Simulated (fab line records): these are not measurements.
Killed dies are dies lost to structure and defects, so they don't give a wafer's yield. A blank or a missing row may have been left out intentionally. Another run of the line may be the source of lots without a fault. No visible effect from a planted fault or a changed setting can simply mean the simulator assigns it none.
fab line records | flow sky130
[record] lots = 6 | wafers = 18 | last_day = 50
route steps=708 shown POLY_GATE@234 LDD_N@237 PAD_OPEN@708
lots untouched by any fault: they come from a run of this same line in which no faults occurred
start_h: hours from the record's opening day to when the first of the lot's shown wafers began | wait_h: how many hours have passed since the lot's step before this one | " repeats the value in the row above | L1.1+2: one row covering several wafers at once | - either no value or no given start | * or withheld: withheld | < > ~ a bound
route shown NAME@n: names a module that has steps shown in the file, with the first one's number in the route | usual: mean/standard deviation taken from wafers without a fault | same: alike in all rows | chamber/n: place in a boat | sites: the reading at each site | _std_site: standard deviation of those values | _edge_site: mean of outer sites minus mean of inner sites | radius_mm: for every site, how far away it sits from the centre of the wafer | mask NAME#n: copy n | behind: the tool/chamber that last shaped the wafer | hold: why the lot was held/for how many hours/how that ended | device: names the non-switching transistor (n, p or np) | end of line: the same wafers' tests at the end of the route | a step without rows: its recipe alone | killed: not the wafer's yield, but the dies lost to structure and defects at the first sort | map: a wafer's dies, marking killed ones x, the rest . and places with no die _
set.NAME: the run value of the setting; set.NAME@STEP: its run value at that earlier step | model.NAME: the simulator's own value behind a step, which no gauge read
lots at some steps of the route; a table a step, a row a wafer
services: when a tool's chamber went out of use (start_h, in hours from the record's first day, below 0 if earlier), for how many hours, and the reason
[[steps]]
[step SKY_POLY_GATE_OXIDATION_20]
[recipe] temp_c = 850 | ambient = O2 | stabilise_s = 600 | purge_s = 300 | target_thk_a = 40 | ox_time_s = 899
[step SKY_POLY_GATE_THK_MEAS_21]
[recipe] reads = SiO2_of_POLY_GATE_OXIDATION_20
[usual] POLY_GATE_OXIDATION_THK = 4.01/0.092
lot.wafer | tool          | chamber | start_h | wait_h | POLY_GATE_OXIDATION_THK[nm]
L617.2    | film_metro-01 | -       | 398.37  | 0.0    | 4.10
L617.4    | "             | -       | "       | "      | 4.14
L617.6    | "             | -       | "       | "      | 4.05
L621.1    | film_metro-02 | -       | 437.55  | 0.0    | 4.11
L621.2    | "             | -       | "       | "      | 4.12
L621.3    | "             | -       | "       | "      | 4.09
L625.1    | film_metro-02 | -       | 465.72  | 0.0    | 3.97
L625.2    | "             | -       | "       | "      | 3.95
L625.5    | "             | -       | "       | "      | 3.88
L626.1    | film_metro-01 | -       | 477.15  | 0.0    | 4.10
L626.2    | "             | -       | "       | "      | 4.09
L626.4    | "             | -       | "       | "      | 4.10
L628.1    | film_metro-01 | -       | 491.76  | 0.0    | 3.99
L628.3    | "             | -       | "       | "      | 4.12
L628.5    | "             | -       | "       | "      | 4.08
L636.2    | film_metro-02 | -       | 554.82  | 0.0    | 4.11
L636.3    | "             | -       | "       | "      | 4.21
L636.4    | "             | -       | "       | "      | 4.14
[step SKY_POLY_GATE_CD_MEAS_22]
[usual] cd_nm = 149.6/2
lot.wafer | tool      | chamber | start_h | wait_h | cd_nm
L617.2    | cd_sem-01 | -       | 398.45  | 0.1    | 147.6
L617.4    | "         | -       | "       | "      | 146.4
L617.6    | "         | -       | "       | "      | 149.5
L621.1    | cd_sem-02 | -       | 437.61  | 0.1    | 148.2
L621.2    | "         | -       | "       | "      | 150.5
L621.3    | "         | -       | "       | "      | 149.6
L625.1    | cd_sem-01 | -       | 465.78  | 0.1    | 146.1
L625.2    | "         | -       | "       | "      | 144.4
L625.5    | "         | -       | "       | "      | 144.3
L626.1    | cd_sem-02 | -       | 477.21  | 0.1    | 149.9
L626.2    | "         | -       | "       | "      | 151.4
L626.4    | "         | -       | "       | "      | 151.1
L628.1    | cd_sem-02 | -       | 491.82  | 0.1    | 156.0
L628.3    | "         | -       | "       | "      | 152.4
L628.5    | "         | -       | "       | "      | 151.7
L636.2    | cd_sem-01 | -       | 554.89  | 0.1    | 148.8
L636.3    | "         | -       | "       | "      | 149.2
L636.4    | "         | -       | "       | "      | 147.2
[step SKY_LDD_N_DEHYDRATE_00]
[recipe] temp_c = 200 | time_s = 60
[step SKY_LDD_N_HMDS_01]
[recipe] prime_time_s = 60 | prime_temp_c = 120
[step SKY_LDD_N_COAT_02]
[recipe] resist = NOVOLAK | spin_rpm = 3000 | resist_thk_nm = 300
[step SKY_LDD_N_SOFTBAKE_03]
[recipe] temp_c = 90 | time_s = 60 | resist = NOVOLAK
[step SKY_LDD_N_EXPOSE_04]
[recipe] mask_id = NTM | target_cd_nm = 840 | na = 0.6 | source_shape = conventional | sigma_outer = 0.6 | dose_mj = 110
[step SKY_LDD_N_PEB_05]
[recipe] temp_c = withheld | time_s = * | resist = NOVOLAK
[step SKY_LDD_N_DEVELOP_06]
[recipe] develop_time_s = 60 | dev_temp_c = 23
[step SKY_LDD_N_OVL_MEAS_07]
[usual] LDD_N_OVL = -0.7/1.6
lot.wafer | tool       | chamber | start_h | wait_h | LDD_N_OVL[nm]
L617.2    | overlay-01 | -       | 428.67  | 0.1    | -1.1
L617.4    | "          | -       | "       | "      | 0.2
L617.6    | "          | -       | "       | "      | 0.7
L621.1    | overlay-02 | -       | 468.38  | 0.1    | -0.4
L621.2    | "          | -       | "       | "      | 0.5
L621.3    | "          | -       | "       | "      | -0.7
L625.1    | overlay-02 | -       | 496.68  | 0.1    | -1.8
L625.2    | "          | -       | "       | "      | -1.6
L625.5    | "          | -       | "       | "      | -1.8
L626.1    | overlay-01 | -       | 507.32  | 0.1    | 1.4
L626.2    | "          | -       | "       | "      | -0.1
L626.4    | "          | -       | "       | "      | 1.5
L628.1    | overlay-02 | -       | 521.73  | 0.1    | -2.4
L628.3    | "          | -       | "       | "      | -3.7
L628.5    | "          | -       | "       | "      | -1.2
L636.2    | overlay-01 | -       | 584.37  | 0.1    | -0.6
L636.3    | "          | -       | "       | "      | -1.2
L636.4    | "          | -       | "       | "      | -0.4
[step SKY_LDD_N_IMPLANT_08]
[recipe] species = As | energy_kev = 20 | dose_cm2 = 7.5e+13 | tilt_deg = withheld | rotation_deg = 23
[step SKY_LDD_N_IMPLANT_09]
[recipe] species = As | energy_kev = 20 | dose_cm2 = 7.5e+13 | tilt_deg = withheld | rotation_deg = 113
[usual] dose_ions_cm2 = 7.501e+13/7.9e+10 | faraday_current_uA = 421/8.3
lot.wafer | tool         | chamber | start_h | wait_h | dose_ions_cm2 | faraday_current_uA
L617.2    | implanter-01 | 0       | 428.88  | 0.1    | 7.509e+13     | 430
L617.4    | "            | 0       | "       | "      | 7.513e+13     | 418
L617.6    | "            | 0       | "       | "      | 7.489e+13     | 425
L621.1    | implanter-02 | 0       | 468.57  | 0.1    | 7.51e+13      | 418
L621.2    | "            | 0       | "       | "      | 7.505e+13     | 427
L621.3    | "            | 0       | "       | "      | 7.503e+13     | 425
L625.1    | implanter-04 | 0       | 496.87  | 0.1    | 7.512e+13     | 435
L625.2    | "            | 0       | "       | "      | 7.513e+13     | 434
L625.5    | "            | 0       | "       | "      | 7.506e+13     | 415
L626.1    | implanter-01 | 0       | 507.50  | 0.1    | 7.53e+12      | 42
L626.2    | "            | 0       | "       | "      | 7.5e+12       | 42
L626.4    | "            | 0       | "       | "      | 7.61e+12      | 43
L628.1    | implanter-01 | 0       | 521.92  | 0.1    | 7.46e+12      | 42
L628.3    | "            | 0       | "       | "      | 7.65e+12      | 41
L628.5    | "            | 0       | "       | "      | 7.32e+12      | 42
L636.2    | implanter-04 | 0       | 584.58  | 0.1    | 7.499e+13     | 429
L636.3    | "            | 0       | "       | "      | 7.511e+13     | 441
L636.4    | "            | 0       | "       | "      | 7.494e+13     | 431
[step SKY_LDD_N_IMPLANT_10]
[recipe] species = As | energy_kev = 20 | dose_cm2 = 7.5e+13 | tilt_deg = withheld | rotation_deg = 203
[step SKY_LDD_N_IMPLANT_11]
[recipe] species = As | energy_kev = 20 | dose_cm2 = 7.5e+13 | tilt_deg = withheld | rotation_deg = 293
[step SKY_LDD_N_IMPLANT_12]
[recipe] species = BF2 | energy_kev = 50 | dose_cm2 = 5e+12 | tilt_deg = 30 | rotation_deg = 0
[step SKY_LDD_N_IMPLANT_13]
[recipe] species = BF2 | energy_kev = 50 | dose_cm2 = 5e+12 | tilt_deg = 30 | rotation_deg = 90
[step SKY_LDD_N_IMPLANT_14]
[recipe] species = BF2 | energy_kev = 50 | dose_cm2 = 5e+12 | tilt_deg = 30 | rotation_deg = 180
[step SKY_LDD_N_IMPLANT_15]
[recipe] species = BF2 | energy_kev = 50 | dose_cm2 = 5e+12 | tilt_deg = 30 | rotation_deg = 270
[step SKY_LDD_N_STRIP_16]
[recipe] chemistry = O2/N2 | power_w = 1400 | pressure_mtorr = 1500 | platen_temp_c = withheld | o2_flow_sccm = 3000 | n2_flow_sccm = 300 | overash_fraction = 0.5
[usual] chamber_pressure_mTorr = 1500.1/1.4 | drypump_motor_current_A = 5.9/0.62 | n2_flow_sccm = 300.0/0.92 | oes_product_au = 0.407/0.0047 | strip_time_to_endpoint_s = 4.312/0.016
lot.wafer | tool            | chamber | start_h | wait_h | chamber_pressure_mTorr | drypump_motor_current_A | n2_flow_sccm | oes_product_au | rf_hours_counter_h | strip_time_to_endpoint_s
L617.2    | plasma_asher-02 | 0       | 429.90  | 0.1    | 1499.0                 | 5.8                     | 300.6        | 0.417          | 61                 | 4.332
L617.4    | "               | 0       | "       | "      | 1499.8                 | 5.8                     | 301.0        | 0.404          | -                  | 4.322
L617.6    | "               | 1       | "       | "      | 1499.4                 | 6.5                     | 301.0        | 0.408          | -                  | 4.319
L621.1    | plasma_asher-04 | 0       | 469.62  | 0.1    | 1503.8                 | 5.1                     | 299.2        | 0.411          | 4                  | 4.294
L621.2    | "               | 1       | "       | "      | 1499.9                 | 6.7                     | 300.1        | 0.407          | 4                  | 4.310
L621.3    | "               | 1       | "       | "      | 1499.9                 | 6.7                     | 301.3        | 0.407          | -                  | 4.301
L625.1    | plasma_asher-03 | 0       | 497.92  | 0.1    | 1500.8                 | 6.2                     | 298.7        | 0.412          | 35                 | 4.309
L625.2    | "               | 1       | "       | "      | 1498.4                 | 5.3                     | 301.2        | 0.406          | 35                 | 4.328
L625.5    | "               | 1       | "       | "      | 1500.8                 | 5.3                     | 298.4        | 0.407          | -                  | 4.331
L626.1    | plasma_asher-02 | 0       | 508.55  | 0.1    | 1501.8                 | 5.8                     | 299.4        | 0.409          | 69                 | 4.148
L626.2    | "               | 1       | "       | "      | 1499.4                 | 6.5                     | 300.6        | 0.404          | 69                 | 4.181
L626.4    | "               | 0       | "       | "      | 1499.4                 | 5.8                     | 299.7        | 0.407          | -                  | 4.145
L628.1    | plasma_asher-04 | 0       | 522.97  | 0.1    | 1500.8                 | 5.1                     | 300.9        | 0.413          | 10                 | 4.161
L628.3    | "               | 1       | "       | "      | 1496.8                 | 6.7                     | 300.1        | 0.407          | -                  | 4.164
L628.5    | "               | 1       | "       | "      | 1499.5                 | 6.7                     | 299.2        | 0.409          | -                  | 4.156
L636.2    | plasma_asher-04 | 1       | 585.60  | 0.1    | 1501.7                 | 6.7                     | 301.0        | 0.408          | 16                 | 4.326
L636.3    | "               | 0       | "       | "      | 1500.8                 | 5.1                     | 299.6        | 0.404          | -                  | 4.335
L636.4    | "               | 1       | "       | "      | 1502.1                 | 6.7                     | 299.7        | 0.409          | -                  | 4.328
[step SKY_LDD_N_TW_MEAS_17]
[usual] LDD_N_TW = 2599/19
lot.wafer | tool          | chamber | start_h | wait_h | hold                     | LDD_N_TW
L617.2    | film_metro-04 | -       | 430.01  | 0.1    | -                        | 2617
L617.4    | "             | -       | "       | "      | -                        | 2603
L617.6    | "             | -       | "       | "      | -                        | 2629
L621.1    | film_metro-01 | -       | 469.72  | 0.1    | -                        | 2590
L621.2    | "             | -       | "       | "      | -                        | 2585
L621.3    | "             | -       | "       | "      | -                        | 2581
L625.1    | film_metro-01 | -       | 498.02  | 0.1    | -                        | 2575
L625.2    | "             | -       | "       | "      | -                        | 2580
L625.5    | "             | -       | "       | "      | -                        | 2568
L626.1    | film_metro-02 | -       | 508.65  | 0.1    | await_dispo/0.2h/release | 2471
L626.2    | "             | -       | "       | "      | await_dispo/0.2h/release | 2473
L626.4    | "             | -       | "       | "      | await_dispo/0.2h/release | 2481
L626.1    | film_metro-02 | -       | 508.88  | 0.2    | -                        | 2473
L626.2    | "             | -       | "       | "      | -                        | 2481
L626.4    | "             | -       | "       | "      | -                        | 2470
L628.1    | film_metro-02 | -       | 523.07  | 0.1    | await_dispo/0.2h/release | 2479
L628.3    | "             | -       | "       | "      | await_dispo/0.2h/release | 2475
L628.5    | "             | -       | "       | "      | await_dispo/0.2h/release | 2478
L628.1    | film_metro-02 | -       | 523.30  | 0.2    | -                        | 2485
L628.3    | "             | -       | "       | "      | -                        | 2475
L628.5    | "             | -       | "       | "      | -                        | 2460
L636.2    | film_metro-04 | -       | 585.71  | 0.1    | -                        | 2648
L636.3    | "             | -       | "       | "      | -                        | 2621
L636.4    | "             | -       | "       | "      | -                        | 2639
[step SKY_PAD_OPEN_PROBE_99]
[usual] killed_at_M0_to_M3 = 44/7.4 | killed_at_M4_up = 3.1/1.8 | killed_at_contacts = 24/5.6 | killed_at_front_end = 15/4.9 | killed_at_other = 0.4/0.59 | killed_dies = 87/9.8 | killed_open = 47/7.2 | killed_short = 39/6.8
[same] gross_dies = 492 | killed_at_back_side = 0
lot.wafer | tool      | chamber | start_h | wait_h | killed_at_M0_to_M3 | killed_at_M4_up | killed_at_contacts | killed_at_front_end | killed_at_other | killed_dies | killed_open | killed_short | model.etest.tip_n.rs_ohm_sq | model.etest.nfet_01v8.r_on_ohm_um | model.etest.nfet_01v8_swapped.drive_ua_um | model.etest.nfet_01v8_swapped.vt_sat_v | model.etest.nfet_01v8_lvt.vt_v | model.etest.nfet_01v8_turned.vt_v | model.etest.nfet_01v8_swapped.vt_v | model.etest.nfet_01v8.vt_v
L617.2    | prober-01 | -       | 1095.54 | 0.1    | 47                 | 4               | 20                 | 17                  | 0               | 88          | 45          | 41           | 446.3                       | 826.4                             | 509                                       | 0.6491                                 | 0.6108                         | 0.6994                            | 0.6998                             | 0.6998
L617.4    | prober-01 | -       | 1095.64 | 0.2    | 41                 | 3               | 28                 | 18                  | 0               | 90          | 54          | 35           | 444.1                       | 808.5                             | 523.4                                     | 0.6388                                 | 0.5993                         | 0.6891                            | 0.6891                             | 0.689
L617.6    | prober-01 | -       | 1095.74 | 0.2    | 38                 | 3               | 27                 | 2                   | 0               | 70          | 39          | 31           | 446                         | 825.9                             | 518.1                                     | 0.644                                  | 0.6025                         | 0.691                             | 0.6921                             | 0.6915
L621.1    | prober-01 | -       | 1120.59 | 0.1    | 41                 | 3               | 25                 | 16                  | 0               | 85          | 44          | 41           | 442.9                       | 814.1                             | 518.8                                     | 0.644                                  | 0.6017                         | 0.6937                            | 0.6919                             | 0.6923
L621.2    | prober-01 | -       | 1120.64 | 0.1    | 39                 | 6               | 18                 | 19                  | 0               | 82          | 36          | 46           | 441.5                       | 812.1                             | 514.1                                     | 0.647                                  | 0.6059                         | 0.6941                            | 0.6935                             | 0.6933
L621.3    | prober-01 | -       | 1120.69 | 0.2    | 37                 | 4               | 18                 | 16                  | 0               | 75          | 42          | 33           | 437.9                       | 817.1                             | 518.5                                     | 0.6462                                 | 0.6022                         | 0.691                             | 0.689                              | 0.6884
L625.1    | prober-01 | -       | 1137.40 | 0.1    | 38                 | 3               | 23                 | 11                  | 0               | 75          | 49          | 26           | 450.4                       | 805.2                             | 524.1                                     | 0.6393                                 | 0.6071                         | 0.6905                            | 0.6897                             | 0.6895
L625.2    | prober-01 | -       | 1137.45 | 0.1    | 33                 | 3               | 18                 | 18                  | 1               | 73          | 30          | 43           | 451.7                       | 794.8                             | 515.9                                     | 0.6491                                 | 0.6172                         | 0.6999                            | 0.7007                             | 0.6997
L625.5    | prober-01 | -       | 1137.60 | 0.2    | 42                 | 3               | 28                 | 17                  | 0               | 90          | 50          | 40           | 448.9                       | 802.2                             | 526                                       | 0.6373                                 | 0.6067                         | 0.6914                            | 0.69                               | 0.6899
L626.1    | prober-02 | -       | 1145.95 | 0.1    | 51                 | 2               | 26                 | 13                  | 1               | 93          | 54          | 38           | 535.5                       | 859.3                             | 492.7                                     | 0.6668                                 | 0.6183                         | 0.7071                            | 0.7037                             | 0.7027
L626.2    | prober-02 | -       | 1146.00 | 0.1    | 43                 | 5               | 23                 | 16                  | 0               | 87          | 50          | 37           | 534.5                       | 856.6                             | 487.9                                     | 0.6739                                 | 0.6202                         | 0.7111                            | 0.71                               | 0.7092
L626.4    | prober-02 | -       | 1146.10 | 0.2    | 35                 | 4               | 19                 | 14                  | 1               | 73          | 39          | 34           | 532.9                       | 860.2                             | 484.4                                     | 0.6727                                 | 0.6254                         | 0.711                             | 0.7098                             | 0.709
L628.1    | prober-02 | -       | 1154.48 | 0.1    | 60                 | 2               | 22                 | 13                  | 1               | 98          | 55          | 43           | 526.3                       | 902.1                             | 465.6                                     | 0.6847                                 | 0.6251                         | 0.7153                            | 0.7171                             | 0.7163
L628.3    | prober-02 | -       | 1154.58 | 0.2    | 49                 | 3               | 24                 | 21                  | 2               | 99          | 52          | 47           | 528                         | 869.8                             | 486.8                                     | 0.6694                                 | 0.6185                         | 0.7103                            | 0.709                              | 0.7084
L628.5    | prober-02 | -       | 1154.68 | 0.2    | 38                 | 2               | 28                 | 15                  | 1               | 84          | 47          | 36           | 525                         | 874.5                             | 476.5                                     | 0.6754                                 | 0.6232                         | 0.7134                            | 0.7123                             | 0.7112
L636.2    | prober-02 | -       | 1189.84 | 0.1    | 41                 | 2               | 21                 | 16                  | 0               | 80          | 47          | 33           | 445.3                       | 832.6                             | 497.4                                     | 0.6549                                 | 0.606                          | 0.7007                            | 0.703                              | 0.7029
L636.3    | prober-02 | -       | 1189.89 | 0.2    | 38                 | 1               | 26                 | 13                  | 1               | 79          | 46          | 33           | 447.4                       | 844                               | 491                                       | 0.658                                  | 0.6161                         | 0.7016                            | 0.7053                             | 0.7046
L636.4    | prober-02 | -       | 1189.94 | 0.2    | 43                 | 3               | 21                 | 20                  | 2               | 89          | 38          | 50           | 444.7                       | 847.2                             | 497.2                                     | 0.655                                  | 0.6175                         | 0.7077                            | 0.7056                             | 0.7056
// killed by level:class
L617.2 LI_CONTACT:geometric_particle:open=10 VIA1:geometric_particle:open=7 METAL1:geometric_particle:short=7 METAL2:geometric_particle:short=6 VIA3:geometric_particle:open=6 FIELD_ISO:geometric_particle:open=5 VIA2:geometric_particle:open=5 CONTACT:geometric_particle:short=4
L617.4 CONTACT:geometric_particle:open=11 VIA1:geometric_particle:open=11 VIA3:geometric_particle:open=8 LI_CONTACT:geometric_particle:open=6 POLY_GATE:geometric_particle:open=5 VIA3:geometric_particle:short=5 LI_CONTACT:geometric_particle:short=4 VIA2:geometric_particle:open=4
L617.6 CONTACT:geometric_particle:open=9 VIA2:geometric_particle:open=7 VIA1:geometric_particle:open=7 VIA3:geometric_particle:open=7 LOCAL_INTERCONNECT:geometric_particle:short=6 LI_CONTACT:geometric_particle:short=5 CONTACT:geometric_particle:short=4 METAL3:geometric_particle:short=4
L621.1 VIA1:geometric_particle:open=12 CONTACT:geometric_particle:open=11 METAL1:geometric_particle:short=7 FIELD_ISO:geometric_particle:open=5 LI_CONTACT:geometric_particle:open=5 CONTACT:geometric_particle:short=5 VIA3:geometric_particle:open=5 FIELD_ISO:geometric_particle:short=4
L621.2 METAL1:geometric_particle:short=8 FIELD_ISO:geometric_particle:open=6 FIELD_ISO:geometric_particle:short=6 VIA3:geometric_particle:open=6 METAL4:geometric_particle:short=6 CONTACT:geometric_particle:short=5 CONTACT:geometric_particle:open=5 VIA1:geometric_particle:open=5
L621.3 CONTACT:geometric_particle:open=8 VIA1:geometric_particle:open=8 VIA3:geometric_particle:open=7 METAL2:geometric_particle:short=6 FIELD_ISO:geometric_particle:short=5 LOCAL_INTERCONNECT:geometric_particle:short=5 VIA2:geometric_particle:open=5 METAL1:geometric_particle:short=4
L625.1 VIA1:geometric_particle:open=9 CONTACT:geometric_particle:open=8 LI_CONTACT:geometric_particle:open=7 VIA3:geometric_particle:open=7 METAL1:geometric_particle:short=6 VIA2:geometric_particle:open=5 CONTACT:geometric_particle:short=4 FIELD_ISO:geometric_particle:short=3
L625.2 FIELD_ISO:geometric_particle:short=8 LI_CONTACT:geometric_particle:open=6 VIA3:geometric_particle:short=5 METAL2:geometric_particle:short=5 CONTACT:geometric_particle:open=4 POLY_GATE:geometric_particle:open=4 POLY_GATE:geometric_particle:short=4 LOCAL_INTERCONNECT:geometric_particle:short=4
L625.5 VIA1:geometric_particle:open=11 LI_CONTACT:geometric_particle:open=7 FIELD_ISO:geometric_particle:open=6 VIA2:geometric_particle:open=6 CONTACT:geometric_particle:short=6 CONTACT:geometric_particle:open=5 METAL1:geometric_particle:short=5 VIA3:geometric_particle:open=5
L626.1 VIA1:geometric_particle:open=14 LI_CONTACT:geometric_particle:open=10 METAL2:geometric_particle:short=8 VIA2:geometric_particle:open=7 CONTACT:geometric_particle:open=5 VIA1:geometric_particle:short=5 VIA3:geometric_particle:open=5 LOCAL_INTERCONNECT:geometric_particle:short=4
L626.2 CONTACT:geometric_particle:open=11 VIA1:geometric_particle:open=8 LI_CONTACT:geometric_particle:open=6 VIA2:geometric_particle:short=6 VIA1:geometric_particle:short=5 VIA2:geometric_particle:open=5 POLY_GATE:geometric_particle:open=4 METAL4:geometric_particle:short=4
L626.4 VIA1:geometric_particle:open=8 VIA2:geometric_particle:open=7 LI_CONTACT:geometric_particle:open=6 POLY_GATE:geometric_particle:open=5 CONTACT:geometric_particle:open=5 METAL1:geometric_particle:short=4 POLY_GATE:geometric_particle:short=3 LI_CONTACT:geometric_particle:short=3
L628.1 VIA1:geometric_particle:open=18 VIA3:geometric_particle:open=9 LI_CONTACT:geometric_particle:open=7 VIA1:geometric_particle:short=7 METAL2:geometric_particle:short=7 VIA2:geometric_particle:open=6 LOCAL_INTERCONNECT:geometric_particle:short=5 CONTACT:geometric_particle:open=5
L628.3 VIA1:geometric_particle:open=13 LI_CONTACT:geometric_particle:open=10 VIA3:geometric_particle:open=7 POLY_GATE:geometric_particle:open=6 METAL2:geometric_particle:short=6 METAL1:geometric_particle:short=5 METAL3:geometric_particle:short=5 FIELD_ISO:geometric_particle:short=4
L628.5 VIA1:geometric_particle:open=13 LI_CONTACT:geometric_particle:open=8 LOCAL_INTERCONNECT:geometric_particle:short=6 CONTACT:geometric_particle:open=6 METAL1:geometric_particle:short=5 VIA2:geometric_particle:open=5 FIELD_ISO:geometric_particle:open=4 POLY_GATE:geometric_particle:short=4
L636.2 VIA1:geometric_particle:open=13 LI_CONTACT:geometric_particle:open=8 METAL2:geometric_particle:short=7 POLY_GATE:geometric_particle:short=6 VIA2:geometric_particle:open=6 FIELD_ISO:geometric_particle:open=4 CONTACT:geometric_particle:open=4 VIA3:geometric_particle:open=4
L636.3 LI_CONTACT:geometric_particle:open=11 VIA3:geometric_particle:open=8 CONTACT:geometric_particle:short=7 CONTACT:geometric_particle:open=7 METAL1:geometric_particle:short=5 METAL2:geometric_particle:short=5 VIA2:geometric_particle:open=5 VIA1:geometric_particle:open=4
L636.4 VIA1:geometric_particle:open=11 FIELD_ISO:geometric_particle:short=7 VIA3:geometric_particle:short=7 METAL2:geometric_particle:short=6 POLY_GATE:geometric_particle:short=5 LOCAL_INTERCONNECT:geometric_particle:short=5 CONTACT:geometric_particle:open=5 VIA3:geometric_particle:open=5
[[services]]
tool            | chamber | start_h | hours | kind
plasma_asher-04 | -       | 421.81  | 9.0   | pm
plasma_asher-04 | 0       | 421.81  | 9.0   | vent_cycle
plasma_asher-04 | 1       | 421.81  | 9.0   | vent_cycle
implanter-04    | -       | 422.33  | 18.5  | pm
plasma_asher-04 | 0       | 430.81  | -     | clean
plasma_asher-04 | 1       | 430.81  | -     | clean
implanter-01    | -       | 437.03  | 16.9  | repair
implanter-04    | -       | 440.84  | 11.3  | pm
plasma_asher-03 | -       | 454.38  | 14.6  | pm
plasma_asher-04 | -       | 470.35  | 1.4   | repair
implanter-02    | -       | 473.52  | 0.9   | repair
implanter-04    | -       | 487.50  | 3.2   | repair
implanter-04    | -       | 516.53  | 5.6   | repair
implanter-01    | -       | 542.31  | 5.9   | repair
plasma_asher-04 | -       | 546.17  | 2.8   | pm
implanter-04    | -       | 552.69  | 2.6   | pm
plasma_asher-02 | -       | 552.70  | 20.2  | pm
plasma_asher-04 | -       | 574.57  | 0.7   | repair
[[key]]
[first_sign] step = SKY_LDD_N_IMPLANT_09 | reading = dose_ions_cm2 | direction = down | sigmas = 99+ | usual = * | struck = *
[effect] step = SKY_LDD_N_IMPLANT_09 | reading = faraday_current_uA | direction = down | sigmas = 45 | usual = 421 | struck = 42
[effect] step = SKY_LDD_N_STRIP_16 | reading = strip_time_to_endpoint_s | direction = down | sigmas = 9.8 | usual = * | struck = *
[effect] step = SKY_LDD_N_TW_MEAS_17 | reading = visit | direction = added
[effect] step = SKY_LDD_N_TW_MEAS_17 | reading = LDD_N_TW | direction = down | sigmas = 6.4 | usual = 2599 | struck = 2476
[model_effect] step = SKY_PAD_OPEN_PROBE_99 | value = etest.tip_n.rs_ohm_sq | without = 445.5 | struck = 530.3
met_at SKY_LDD_N_IMPLANT_09
struck_wafers L626.1,L626.2,L626.4,L628.1,L628.3,L628.5
tester_left_out L626,L628
onset_between 428.88 507.50
[fault] kind = process_parameter_drift | tool = implanter-01 | chamber = - | onset_h = 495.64 | steps = SKY_LDD_N_IMPLANT_09 | channel = dose_cm2 | offset = * | shape = step | end_h = 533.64 | acts_in = * | stated = *
// tester_left_out: of these lots the tester's yield and bins aren't shown, on N5 and GAA mostly nor the transistor test; their killed dies are dies lost to structure and defects alone, not to doping, threshold or leakage, so they don't give the yield
